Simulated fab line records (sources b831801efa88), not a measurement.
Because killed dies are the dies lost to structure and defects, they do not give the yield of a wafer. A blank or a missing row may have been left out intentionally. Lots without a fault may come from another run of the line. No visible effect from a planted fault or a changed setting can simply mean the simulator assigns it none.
Which tool did it? ; flow gf180mcu ; 39 wafers from 13 lots sampled at 5 of the route's 602 steps

WHAT EACH GAUGE READ, for each wafer
GF_VT_IMPLANT_OVL_MEAS_40.
lot;measured;on;VT_IMPLANT_03_OVL (nm)
L378;day 7 14:11;overlay-01;2.7 2.3 1.3
L379;day 7 15:14;overlay-01;0.0 1.1 2.2
L380;day 7 22:08;overlay-01;-0.5 -0.2 -0.5
L382;day 8 10:11;overlay-01;1.5 -1.3 0.0
L383;day 8 15:07;overlay-01;-0.3 -0.6 1.0
L384;day 9 02:05;overlay-02;-1.4 -0.5 -0.2
L393;day 11 15:05;overlay-01;-2.0 -0.4 -2.0
L394;day 11 20:13;overlay-02;-1.5 0.2 0.9
L396;day 12 13:22;overlay-01;-3.3 -1.3 1.1
L397;day 13 02:11;overlay-02;-1.9 -1.2 -0.7
L398;day 13 10:41;overlay-01;2.6 1.2 2.1
L400;day 13 19:29;overlay-02;1.7 1.2 -0.1
L401;day 14 13:35;overlay-02;0.5 -0.3 -2.3

GF_VT_IMPLANT_RS_MEAS_47: measurement is done with a four-point probe.
lot;measured;on;NWELL_RS (ohm/sq)
L378;day 7 14:50;film metro-01;487.2 484.9 486.5
L379;day 7 15:52;film metro-04;489.7 488.3 489.9
L380;day 7 22:46;film metro-03;488.2 488.2 487.0
L382;day 8 10:49;film metro-03;487.3 487.0 486.9
L383;day 8 15:46;film metro-04;490.9 489.4 490.1
L384;day 9 02:42;film metro-01;488.1 489.3 487.6
L393;day 11 15:46;film metro-03;490.7 490.4 489.1
L394;day 11 20:50;film metro-01;487.4 488.1 488.3
L396;day 12 14:01;film metro-01;486.9 486.1 487.9
L397;day 13 02:48;film metro-01;485.4 487.3 485.8
L398;day 13 11:19;film metro-04;491.3 490.6 491.2
L400;day 13 20:08;film metro-01;486.2 488.9 487.1
L401;day 14 14:12;film metro-01;488.3 486.5 487.1

GF_DUAL_GATE_OVL_MEAS_11.
lot;measured;on;DUAL_GATE_OVL (nm)
L378;day 8 11:13;overlay-02;-1.8 0.5 -1.7
L379;day 8 10:50;overlay-01;2.2 1.4 3.7
L380;day 8 18:15;overlay-01;3.6 3.1 2.9
L382;day 9 05:56;overlay-02;-0.5 -0.6 0.7
L383;day 9 10:31;overlay-02;3.2 1.2 2.0
L384;day 9 22:27;overlay-02;0.8 1.2 -0.1
L393;day 12 13:05;overlay-01;0.9 2.2 1.5
L394;day 12 18:07;overlay-02;- - -
L396;day 13 12:02;overlay-01;2.7 1.2 2.0
L397;day 14 00:07;overlay-01;0.0 0.6 -0.8
L398;day 14 08:59;overlay-01;2.4 2.7 -0.2
L400;day 14 18:58;overlay-02;-0.5 -2.8 -1.2
L401;day 15 13:21;overlay-02;-1.9 -2.3 -0.5

GF_PSD_OVL_MEAS_08.
lot;measured;on;PSD_OVL (nm)
L378;day 14 06:59;overlay-01;1.0 0.5 -0.8
L379;day 14 06:00;overlay-02;1.7 0.2 -0.8
L380;day 14 17:27;overlay-01;0.0 -2.8 -0.6
L382;day 15 05:35;overlay-01;1.6 0.5 0.6
L383;day 15 12:38;overlay-01;-2.1 -1.0 0.1
L384;day 16 00:55;overlay-02;0.1 0.0 -0.3
L393;day 19 09:23;overlay-01;-0.1 2.3 1.1
L396;day 20 10:08;overlay-01;2.0 0.0 -0.5
L397;day 21 02:49;overlay-01;-2.1 -0.1 -1.2
L398;day 21 13:02;overlay-02;1.9 -1.3 0.9
L400;day 22 00:26;overlay-01;0.4 -0.3 1.9
L401;day 22 22:20;overlay-02;2.0 2.4 -0.2

WHAT TOOL EACH LOT RAN ON (gives the tool, then ch and the chambers of the sampled wafers, and finally the start)
lot;GF_DUAL_GATE_EXPOSE_08
L378;iline stepper-02 ch 0, day 8 03:44
L379;iline stepper-01 ch 0, day 8 03:23
L380;iline stepper-02 ch 0, day 8 09:42
L382;iline stepper-01 ch 0, day 8 21:35
L383;iline stepper-01 ch 0, day 9 01:54
L384;iline stepper-02 ch 0, day 9 13:47
L393;iline stepper-02 ch 0, day 12 03:50
L394;iline stepper-01 ch 0, day 12 08:17
L396;iline stepper-02 ch 0, day 13 02:08
L397;iline stepper-02 ch 0, day 13 15:03
L398;iline stepper-01 ch 0, day 13 22:44
L400;iline stepper-01 ch 0, day 14 09:07
L401;iline stepper-02 ch 0, day 15 02:42
- GF_DUAL_GATE_EXPOSE_08: exposes mask Dualgate, target cd 700 nm.

AS READ BY THE TOOLS THEMSELVES (means over the sampled wafers that have a number; for cases with no such wafer, the mark the record gives instead)
GF_DUAL_GATE_EXPOSE_08.
lot;tool;reticle temp C (C)
L378;iline stepper-02;22.97
L379;iline stepper-01;23.00
L380;iline stepper-02;23.12
L382;iline stepper-01;22.90
L383;iline stepper-01;22.91
L384;iline stepper-02;22.99
L393;iline stepper-02;23.09
L394;iline stepper-01;22.95
L396;iline stepper-02;23.17
L397;iline stepper-02;23.03
L398;iline stepper-01;22.91
L400;iline stepper-01;22.90
L401;iline stepper-02;23.04

THE ANSWER, worked out from the rows above alone
Rule: usual is defined by the lots themselves. Put in order of their means at a reading, lots are off if they are a third of the lots or fewer, leave a main group of 4 or more, and stand apart from it by a gap of 3 or more times the standard deviation of the main group's means; of several such gaps the widest counts. A main group whose means are all the same, to the digits that the tables above print for the reading, isn't used. Also off: a lot with no number at a reading for which 4 or more lots have one. Any other lot the step has rows for is counted as sound. The gauges are gone through in route order, then the tools' own readings, and for those a lot's mean is taken as printed above. The first step at which some lot is off is used, and at that step the reading that is off furthest; a lot without a number counts as furthest.
Off: L394, seen at GF_DUAL_GATE_OVL_MEAS_11 (DUAL_GATE_OVL). Without a number there: L394. For the main group the mean is 0.8 nm and the standard deviation 1.5.
A tool fits if, at a process step before that reading, it ran every lot that is off, and no sound lot after the first of them. Those tools and the gauges at GF_DUAL_GATE_OVL_MEAS_11 are tried in the same way. None of those tried fits.

WHAT THE SIMULATOR PUT IN
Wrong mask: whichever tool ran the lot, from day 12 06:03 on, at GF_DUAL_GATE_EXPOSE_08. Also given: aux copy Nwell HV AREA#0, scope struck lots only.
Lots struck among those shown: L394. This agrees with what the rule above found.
